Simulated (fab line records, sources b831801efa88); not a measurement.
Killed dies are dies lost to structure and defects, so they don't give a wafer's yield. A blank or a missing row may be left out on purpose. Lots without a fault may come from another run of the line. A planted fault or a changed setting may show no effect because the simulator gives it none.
Which tool did it? | flow sky130 | 12 lots, 36 wafers sampled, at 4 steps of a route of 708

WHAT THE GAUGES READ, wafer by wafer
SKY_LDD_N_OVL_MEAS_07. Usual: LDD_N_OVL -1.1 nm, standard deviation 1.7.
lot  | measured     | on         | LDD_N_OVL (nm) | flag
L976 | day 17 15:26 | overlay-02 | 0.0 -0.1 -0.8  |
L977 | day 18 07:25 | overlay-01 | -2.5 -3.6 -3.5 |
L979 | day 19 10:10 | overlay-02 | -0.4 0.1 1.6   |
L980 | day 19 12:55 | overlay-01 | -0.6 -2.3 0.4  |
L982 | day 20 09:15 | overlay-01 | -3.0 -0.9 -2.9 |
L984 | day 20 20:25 | overlay-01 | -1.1 -1.6 0.4  |
L988 | day 22 10:17 | overlay-01 | 0.3 1.1 0.9    |
L991 | day 23 13:40 | overlay-01 | -2.0 -0.2 -2.6 |
L994 | day 24 16:22 | overlay-01 | -2.8 -3.4 -1.6 |
L995 | day 24 17:52 | overlay-01 | -3.5 -1.8 -1.0 |
L998 | day 26 04:35 | overlay-02 | -0.4 0.3 -0.2  |
L999 | day 26 13:59 | overlay-02 | 1.7 0.9 -0.6   |

SKY_LDD_LDN_TW_MEAS_13. Usual: LDD_LDN_TW 1475, standard deviation 14.
lot  | measured     | on            | LDD_LDN_TW     | flag
L976 | day 22 20:05 | film_metro-04 | 1478 1480 1484 |
L977 | day 23 16:19 | film_metro-04 | 1494 1484 1475 |
L979 | day 24 15:32 | film_metro-02 | 1499 1486 1483 |
L980 | day 24 18:18 | film_metro-03 | 1462 1452 1461 |
L982 | day 25 12:24 | film_metro-02 | 1488 1486 1499 |
L984 | day 25 23:02 | film_metro-02 | 1482 1491 1490 |
L988 | day 27 12:00 | film_metro-02 | 1384 1391 1394 | OFF
L991 | day 28 16:35 | film_metro-04 | 1381 1367 1374 | OFF
L994 | day 29 14:27 | film_metro-03 | 1460 1463 1470 |
L995 | day 29 17:51 | film_metro-04 | 1479 1472 1466 |
L998 | day 31 00:25 | film_metro-03 | 1457 1460 1464 |
L999 | day 31 11:11 | film_metro-02 | 1482 1476 1480 |

SKY_SPACER_THK_MEAS_01. Usual: SPACER_CVD_00_THK 43.4 nm, standard deviation 0.48.
lot  | measured     | on            | SPACER_CVD_00_THK (nm) | flag
L976 | day 23 00:27 | film_metro-02 | 43.6 43.5 43.6         |
L977 | day 23 17:37 | film_metro-04 | 43.4 43.3 43.5         |
L979 | day 24 17:50 | film_metro-02 | 43.3 43.2 43.5         |
L980 | day 24 19:37 | film_metro-02 | 43.4 43.4 43.5         |
L982 | day 25 13:43 | film_metro-02 | 43.2 43.1 43.5         |
L984 | day 26 00:21 | film_metro-02 | 43.3 43.6 43.6         |
L988 | day 27 13:19 | film_metro-02 | 43.3 43.6 43.4         |
L991 | day 28 17:54 | film_metro-01 | 43.3 43.7 43.8         |
L994 | day 29 17:29 | film_metro-01 | 43.9 44.3 44.0         |
L995 | day 29 19:44 | film_metro-01 | 43.6 43.7 43.5         |
L998 | day 31 02:44 | film_metro-04 | 43.7 43.3 43.6         |
L999 | day 31 14:10 | film_metro-04 | 42.6 43.0 42.9         |

WHICH TOOL RAN EACH LOT (tool, then ch and the chambers of the sampled wafers, then the start)
lot  | SKY_LDD_LDN_IMPLANT_08
L976 | implanter-03 ch 0, day 22 19:23
L977 | implanter-04 ch 0, day 23 15:37
L979 | implanter-01 ch 0, day 24 14:50
L980 | implanter-03 ch 0, day 24 17:36
L982 | implanter-01 ch 0, day 25 11:42
L984 | implanter-04 ch 0, day 25 22:22
L988 | implanter-04 ch 0, day 27 11:18
L991 | implanter-04 ch 0, day 28 15:55
L994 | implanter-01 ch 0, day 29 13:45
L995 | implanter-01 ch 0, day 29 17:09
L998 | implanter-03 ch 0, day 30 23:43
L999 | implanter-04 ch 0, day 31 10:29
- SKY_LDD_LDN_IMPLANT_08

WHAT THE TOOLS THEMSELVES READ (means of the sampled wafers that have a number; where no wafer has one, the mark that the record gives instead)
SKY_LDD_LDN_IMPLANT_08. Usual: dose_ions_cm2 1.2499e+13, standard deviation 1.3e+10; end_station_pressure_torr 5.04e-06 Torr, standard deviation 2.5e-07; faraday_current_uA 70.4, standard deviation 1.4.
lot  | tool         | dose_ions_cm2 | end_station_pressure_torr (Torr) | faraday_current_uA | flag
L976 | implanter-03 | 1.2480e+13    | 5.05e-06                         | 70.4               |
L977 | implanter-04 | 1.2499e+13    | 5.31e-06                         | 69.7               |
L979 | implanter-01 | 1.2501e+13    | 4.95e-06                         | 70.1               |
L980 | implanter-03 | 1.2481e+13    | 4.84e-06                         | 70.6               |
L982 | implanter-01 | 1.2501e+13    | 5.09e-06                         | 70.0               |
L984 | implanter-04 | 1.2495e+13    | 5.22e-06                         | 70.9               |
L988 | implanter-04 | 1.9277e+12    | 4.95e-06                         | 11.0               | OFF
L991 | implanter-04 | 1.9263e+12    | 4.72e-06                         | 11.1               | OFF
L994 | implanter-01 | 1.2489e+13    | 5.01e-06                         | 70.1               |
L995 | implanter-01 | 1.2508e+13    | 5.07e-06                         | 71.2               |
L998 | implanter-03 | 1.2503e+13    | 5.23e-06                         | 69.9               |
L999 | implanter-04 | 1.2490e+13    | 4.82e-06                         | 68.6               |

THE ANSWER, worked out from the rows above alone
Rule: a lot is off if the mean of its wafers that have a number lies more than 3 standard deviations from the usual mean. A lot without any number at a reading at which 4 lots or more have one is off too. The other lots that the step has rows for count as sound. The gauges are gone through in route order, then the tools' own readings, and for those a lot's mean is taken as printed above. The first step at which some lot is off is used, and at that step the reading that is off furthest; a lot without a number counts as furthest.
Off: L988, L991, at SKY_LDD_LDN_TW_MEAS_13 (LDD_LDN_TW).
A tool fits if, at a process step before that reading, it ran every lot that is off, and no sound lot after the first of them. The gauges at SKY_LDD_LDN_TW_MEAS_13 aren't tried: what is off there is off at SKY_LDD_LDN_IMPLANT_08 too, on other tools, and a gauge's error can't cause that. None of those tried fits.

WHAT THE SIMULATOR HAD PUT IN
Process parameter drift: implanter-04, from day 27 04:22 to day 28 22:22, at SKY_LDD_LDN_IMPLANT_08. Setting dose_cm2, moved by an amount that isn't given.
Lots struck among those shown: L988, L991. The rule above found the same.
